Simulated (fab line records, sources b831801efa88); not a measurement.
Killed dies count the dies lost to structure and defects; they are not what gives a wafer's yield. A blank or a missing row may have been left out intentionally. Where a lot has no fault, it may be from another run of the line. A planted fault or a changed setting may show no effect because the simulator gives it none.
fab line records | flow sky130
record lots=14 | wafers=42 | last-day=50
route steps=708 shown VT_ADJUST_PCH@153 RES_PROTECT@211 POLY_GATE@228
lots with no fault: from the same line, run without faults
start-h: hours from the record's opening day to when the first of the lot's shown wafers began | wait-h: hours elapsed since this lot's preceding step | " repeats the value in the row above | L1.1+2: one row covering several wafers at once | - no value, or no start given | * or withheld: withheld | < > ~ a bound
route shown NAME@n: names a module that has steps shown in the file, with the first one's number in the route | usual: mean/standard deviation of fault-free wafers | same: alike in all rows | chamber/n: place in a boat | sites: each site's reading | _std_site: the standard deviation of these | _edge_site: the outer-site mean with the inner-site mean subtracted | radius-mm: for every site, how far away it sits from the centre of the wafer | mask NAME#n: copy n | behind: tool/chamber where the wafer was last shaped | hold: the reason the lot was held/the length of the hold in hours/how it ended | device: the n, p or np transistor that did not switch | end of line: tests run on the same wafers once the route is complete | a step with no rows: only its recipe | killed: the dies lost at the first sort to structure and to defects; this is not the yield of the wafer | map: dies across one wafer; x = killed, . = not, _ = none there
set.NAME: setting as actually run; set.NAME@STEP: the setting as run at that earlier step | model.NAME: the simulator's own value behind a step, which no gauge read
the route's steps for a sample of lots (tables are steps, rows are wafers)
services: from which hour (start-h, from the record's first day; less than 0 if before it) a tool's chamber was out of use, for how many hours, and why
## steps
# step SKY_VT_ADJUST_PCH_TW_MEAS_10
# usual VT_ADJUST_PCH_TW=142.7/0.93
lot.wafer | tool          | chamber | start-h | wait-h | VT_ADJUST_PCH_TW
L556.2    | film-metro-03 | -       | 231.68  | 0.1    | 142.8
L556.3    | "             | -       | "       | "      | 142.4
L556.6    | "             | -       | "       | "      | 142.5
L557.1    | film-metro-03 | -       | 239.17  | 0.1    | 141.5
L557.2    | "             | -       | "       | "      | 142.2
L557.5    | "             | -       | "       | "      | 141.8
L559.2    | film-metro-02 | -       | 252.96  | 0.1    | 143.6
L559.5    | "             | -       | "       | "      | 143.3
L559.6    | "             | -       | "       | "      | 143.8
L561.1    | film-metro-04 | -       | 280.57  | 0.1    | 143.4
L561.2    | "             | -       | "       | "      | 143.4
L561.3    | "             | -       | "       | "      | 142.8
L562.2    | film-metro-04 | -       | 281.11  | 0.1    | 143.9
L562.4    | "             | -       | "       | "      | 142.6
L562.5    | "             | -       | "       | "      | 142.6
L563.1    | film-metro-02 | -       | 286.87  | 0.1    | 142.9
L563.2    | "             | -       | "       | "      | 143.2
L563.5    | "             | -       | "       | "      | 143.0
L569.1    | film-metro-02 | -       | 331.87  | 0.1    | 143.7
L569.3    | "             | -       | "       | "      | 144.5
L569.5    | "             | -       | "       | "      | 144.7
L570.2    | film-metro-02 | -       | 341.21  | 0.1    | 143.9
L570.4    | "             | -       | "       | "      | 143.5
L570.5    | "             | -       | "       | "      | 144.2
L571.1    | film-metro-03 | -       | 346.85  | 0.1    | 141.2
L571.4    | "             | -       | "       | "      | 141.0
L571.6    | "             | -       | "       | "      | 142.0
L572.1    | film-metro-03 | -       | 355.42  | 0.1    | 142.1
L572.2    | "             | -       | "       | "      | 140.9
L572.4    | "             | -       | "       | "      | 141.1
L573.1    | film-metro-04 | -       | 359.05  | 0.1    | 142.7
L573.3    | "             | -       | "       | "      | 141.9
L573.5    | "             | -       | "       | "      | 142.4
L574.3    | film-metro-02 | -       | 374.87  | 0.1    | 143.3
L574.4    | "             | -       | "       | "      | 143.8
L574.6    | "             | -       | "       | "      | 142.8
L575.1    | film-metro-02 | -       | 391.15  | 0.1    | 143.1
L575.5    | "             | -       | "       | "      | 142.6
L575.6    | "             | -       | "       | "      | 143.6
L578.2    | film-metro-02 | -       | 406.28  | 0.1    | 143.4
L578.3    | "             | -       | "       | "      | 143.2
L578.6    | "             | -       | "       | "      | 143.6
# step SKY_RES_PROTECT_PEB_05
# recipe temp-c=withheld | time-s=* | resist=NOVOLAK
# usual chill-plate-temp-C=* | exhaust-pa=45.3/0.9
lot.wafer | tool           | chamber | start-h | wait-h | chill-plate-temp-C | exhaust-pa
L556.2    | litho-track-02 | 0       | 348.31  | -      | *                  | 44.4
L556.3    | "              | 0       | "       | "      | *                  | 44.4
L556.6    | "              | 0       | "       | "      | *                  | 45.7
L557.1    | litho-track-02 | 0       | 350.19  | -      | *                  | 46.6
L557.2    | "              | 0       | "       | "      | *                  | 46.1
L557.5    | "              | 0       | "       | "      | *                  | 46.1
L559.2    | litho-track-02 | 0       | 368.41  | -      | *                  | 44.6
L559.5    | "              | 0       | "       | "      | *                  | 43.7
L559.6    | "              | 0       | "       | "      | *                  | 45.2
L562.2    | litho-track-02 | -       | 399.56  | -      | -                  | -
L562.4    | "              | -       | "       | "      | -                  | -
L562.5    | "              | -       | "       | "      | -                  | -
L561.1    | litho-track-04 | -       | 399.76  | -      | -                  | -
L561.2    | "              | -       | "       | "      | -                  | -
L561.3    | "              | -       | "       | "      | -                  | -
L563.1    | litho-track-03 | 0       | 402.63  | -      | *                  | 44.3
L563.2    | "              | 0       | "       | "      | *                  | 44.6
L563.5    | "              | 0       | "       | "      | *                  | 44.6
L569.1    | litho-track-04 | 0       | 455.51  | -      | *                  | 44.9
L569.3    | "              | 0       | "       | "      | *                  | 46.4
L569.5    | "              | 0       | "       | "      | *                  | 45.2
L571.1    | litho-track-02 | 0       | 492.99  | -      | *                  | 44.3
L571.4    | "              | 0       | "       | "      | *                  | 44.7
L571.6    | "              | 0       | "       | "      | *                  | 45.4
L572.1    | litho-track-03 | 0       | 495.23  | -      | *                  | 45.1
L572.2    | "              | 0       | "       | "      | *                  | 44.8
L572.4    | "              | 0       | "       | "      | *                  | 44.8
L570.2    | litho-track-04 | 0       | 495.49  | -      | *                  | 44.4
L570.4    | "              | 0       | "       | "      | *                  | 45.4
L570.5    | "              | 0       | "       | "      | *                  | 45.7
L573.1    | litho-track-03 | 0       | 499.08  | -      | *                  | 46.5
L573.3    | "              | 0       | "       | "      | *                  | 44.4
L573.5    | "              | 0       | "       | "      | *                  | 44.0
L574.3    | litho-track-02 | 0       | 502.59  | -      | *                  | 44.1
L574.4    | "              | 0       | "       | "      | *                  | 45.8
L574.6    | "              | 0       | "       | "      | *                  | 43.2
L575.1    | litho-track-04 | 0       | 523.31  | -      | *                  | 47.1
L575.5    | "              | 0       | "       | "      | *                  | 46.9
L575.6    | "              | 0       | "       | "      | *                  | 47.9
L578.2    | litho-track-04 | 0       | 539.69  | -      | *                  | 45.2
L578.3    | "              | 0       | "       | "      | *                  | 44.8
L578.6    | "              | 0       | "       | "      | *                  | 43.7
# step SKY_RES_PROTECT_STRIP_07
# recipe chemistry=O2/N2 | power-w=1400 | pressure-mtorr=1500 | platen-temp-c=withheld | o2-flow-sccm=3000 | n2-flow-sccm=300 | overash-fraction=0.5
# usual drypump-motor-current-A=5.6/0.42 | n2-flow-sccm=299.9/0.88 | oes-product-au=0.517/0.0042 | strip-time-to-endpoint-s=23.30/0.041
lot.wafer | tool            | chamber | start-h | wait-h | drypump-motor-current-A | n2-flow-sccm | oes-product-au | rf-hours-counter-h | strip-time-to-endpoint-s
L556.2    | plasma-asher-02 | 1       | 348.74  | 0.1    | 5.6                     | 299.8        | 0.520          | 23                 | 23.38
L556.3    | "               | 1       | "       | "      | 5.6                     | 299.1        | 0.518          | -                  | 23.35
L556.6    | "               | 1       | "       | "      | 5.6                     | 301.2        | 0.510          | -                  | 23.42
L557.1    | plasma-asher-02 | 0       | 350.64  | 0.1    | 4.9                     | 299.6        | 0.521          | 24                 | 23.35
L557.2    | "               | 1       | "       | "      | 5.6                     | 301.1        | 0.519          | 24                 | 23.33
L557.5    | "               | 0       | "       | "      | 4.9                     | 297.9        | 0.517          | -                  | 23.34
L559.2    | plasma-asher-04 | 0       | 368.84  | 0.1    | 6.1                     | 300.1        | 0.516          | 68                 | 23.28
L559.5    | "               | 1       | "       | "      | 6.0                     | 299.2        | 0.512          | -                  | 23.30
L559.6    | "               | 0       | "       | "      | 6.1                     | 299.3        | 0.521          | -                  | 23.25
L562.2    | plasma-asher-04 | 0       | 399.99  | 0.1    | 6.1                     | 300.9        | 0.520          | 71                 | 23.31
L562.4    | "               | 0       | "       | "      | 6.1                     | 300.5        | 0.517          | -                  | 23.34
L562.5    | "               | 1       | "       | "      | 6.0                     | 297.9        | 0.517          | -                  | 23.31
L561.1    | plasma-asher-03 | 0       | 400.21  | 0.1    | 5.5                     | 299.0        | 0.518          | 57                 | 23.31
L561.2    | "               | 1       | "       | "      | 5.7                     | 299.8        | 0.524          | 57                 | 23.30
L561.3    | "               | 0       | "       | "      | 5.5                     | 300.8        | 0.515          | -                  | 23.31
L563.1    | plasma-asher-02 | 0       | 403.08  | 0.1    | 4.9                     | 301.3        | 0.516          | 29                 | 23.29
L563.2    | "               | 1       | "       | "      | 5.6                     | 299.9        | 0.515          | 29                 | 23.27
L563.5    | "               | 1       | "       | "      | 5.6                     | 300.0        | 0.518          | -                  | 23.30
L569.1    | plasma-asher-03 | 0       | 455.96  | 0.1    | 5.5                     | 299.8        | 0.517          | 63                 | 23.30
L569.3    | "               | 1       | "       | "      | 5.7                     | 300.1        | 0.515          | -                  | 23.31
L569.5    | "               | 0       | "       | "      | 5.5                     | 300.9        | 0.511          | -                  | 23.26
L571.1    | plasma-asher-04 | 1       | 493.44  | 0.1    | 6.0                     | 300.5        | 0.517          | 81                 | 23.35
L571.4    | "               | 1       | "       | "      | 6.0                     | 300.6        | 0.520          | -                  | 23.27
L571.6    | "               | 0       | "       | "      | 6.1                     | 299.0        | 0.517          | -                  | 23.30
L572.1    | plasma-asher-04 | 1       | 495.68  | 0.1    | 6.0                     | 300.7        | 0.522          | 82                 | 23.38
L572.2    | "               | 0       | "       | "      | 6.1                     | 299.0        | 0.523          | 82                 | 23.38
L572.4    | "               | 0       | "       | "      | 6.1                     | 300.8        | 0.523          | -                  | 23.37
L570.2    | plasma-asher-02 | 1       | 495.91  | 0.1    | 5.6                     | 299.9        | 0.520          | 38                 | 23.31
L570.4    | "               | 0       | "       | "      | 4.9                     | 299.3        | 0.520          | -                  | 23.32
L570.5    | "               | 0       | "       | "      | 5.0                     | 299.6        | 0.509          | -                  | 23.31
L573.1    | plasma-asher-02 | 0       | 499.53  | 0.1    | 5.0                     | 299.8        | 0.521          | 39                 | 23.26
L573.3    | "               | 1       | "       | "      | 5.6                     | 301.8        | 0.515          | -                  | 23.29
L573.5    | "               | 1       | "       | "      | 5.6                     | 299.6        | 0.513          | -                  | 23.26
L574.3    | plasma-asher-02 | 1       | 503.02  | 0.1    | 5.6                     | 300.5        | 0.520          | -                  | 23.30
L574.4    | "               | 0       | "       | "      | 5.0                     | 299.9        | 0.525          | -                  | 23.25
L574.6    | "               | 1       | "       | "      | 5.6                     | 299.1        | 0.511          | -                  | 23.29
L575.1    | plasma-asher-04 | 0       | 523.76  | 0.1    | 6.1                     | 299.6        | 0.511          | 85                 | 23.31
L575.5    | "               | 0       | "       | "      | 6.1                     | 300.6        | 0.523          | -                  | 23.33
L575.6    | "               | 1       | "       | "      | 6.0                     | 300.7        | 0.515          | -                  | 23.35
L578.2    | plasma-asher-02 | 1       | 540.11  | 0.1    | 5.6                     | 300.3        | 0.515          | 43                 | 23.29
L578.3    | "               | 1       | "       | "      | 5.6                     | 299.8        | 0.522          | -                  | 23.27
L578.6    | "               | 1       | "       | "      | 5.6                     | 299.8        | 0.526          | -                  | 23.27
# step SKY_POLY_GATE_OVL_MEAS_14
# usual POLY_GATE_OVL=4/5.3
lot.wafer | tool       | chamber | start-h | wait-h | POLY_GATE_OVL[nm]
L556.2    | overlay-02 | -       | 378.84  | 0.1    | 12
L556.3    | "          | -       | "       | "      | 7
L556.6    | "          | -       | "       | "      | 6
L557.1    | overlay-02 | -       | 381.11  | 0.1    | 11
L557.2    | "          | -       | "       | "      | 6
L557.5    | "          | -       | "       | "      | 12
L559.2    | overlay-02 | -       | 425.35  | 0.1    | 11
L559.5    | "          | -       | "       | "      | 11
L559.6    | "          | -       | "       | "      | 8
L562.2    | overlay-01 | -       | 432.81  | 0.1    | 10
L562.4    | "          | -       | "       | "      | 8
L562.5    | "          | -       | "       | "      | 7
L561.1    | overlay-02 | -       | 432.83  | 0.1    | 3
L561.2    | "          | -       | "       | "      | 2
L561.3    | "          | -       | "       | "      | 3
L563.1    | overlay-02 | -       | 437.56  | 0.1    | 8
L563.2    | "          | -       | "       | "      | 5
L563.5    | "          | -       | "       | "      | 4
L569.1    | overlay-01 | -       | 487.88  | 0.1    | -1
L569.3    | "          | -       | "       | "      | -1
L569.5    | "          | -       | "       | "      | 2
L571.1    | overlay-01 | -       | 526.28  | 0.1    | 11
L571.4    | "          | -       | "       | "      | 5
L571.6    | "          | -       | "       | "      | -3
L572.1    | overlay-02 | -       | 528.69  | 0.1    | 7
L572.2    | "          | -       | "       | "      | 11
L572.4    | "          | -       | "       | "      | 5
L570.2    | overlay-01 | -       | 529.71  | 0.1    | -7
L570.4    | "          | -       | "       | "      | -11
L570.5    | "          | -       | "       | "      | -7
L573.1    | overlay-02 | -       | 533.59  | 0.1    | 6
L573.3    | "          | -       | "       | "      | 8
L573.5    | "          | -       | "       | "      | 6
L574.3    | overlay-02 | -       | 538.72  | 0.1    | 1
L574.4    | "          | -       | "       | "      | 3
L574.6    | "          | -       | "       | "      | 2
L575.1    | overlay-02 | -       | 555.99  | 0.1    | 8
L575.5    | "          | -       | "       | "      | 9
L575.6    | "          | -       | "       | "      | 10
L578.2    | overlay-02 | -       | 572.60  | 0.1    | -3
L578.3    | "          | -       | "       | "      | -2
L578.6    | "          | -       | "       | "      | 3
## services
tool            | chamber | start-h | hours | kind
plasma-asher-04 | -       | 336.06  | 1.0   | repair
plasma-asher-03 | -       | 346.03  | 2.8   | pm
plasma-asher-03 | -       | 361.68  | 6.0   | repair
plasma-asher-03 | -       | 456.77  | 14.6  | pm
## key
first-sign step=SKY_RES_PROTECT_PEB_05 | reading=tool-record | direction=missing
effect none on later readings
met-at SKY_RES_PROTECT_PEB_05
struck-lots L561,L562
sort-left-out L561.1,L561.2,L561.3,L562.2,L562.4,L562.5
tester-left-out L561,L562
not-acting-at SKY_VT_ADJUST_PCH_TW_MEAS_10,SKY_RES_PROTECT_STRIP_07,SKY_POLY_GATE_OVL_MEAS_14
onset-between 368.41 399.56
fault kind=skipped-step-whole | tool=litho-track-02,litho-track-04 | chamber=- | onset-h=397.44 | steps=SKY_RES_PROTECT_PEB_05 | scope=struck-lots-only
# tester-left-out: of these lots the tester's yield and bins aren't shown, on N5 and GAA mostly nor the transistor test; their killed dies are dies lost to structure and defects alone, not to doping, threshold or leakage, so they don't give the yield
# sort-left-out: the simulated sort isn't trusted on such a fault, so these wafers' sort isn't shown, and their yield isn't known
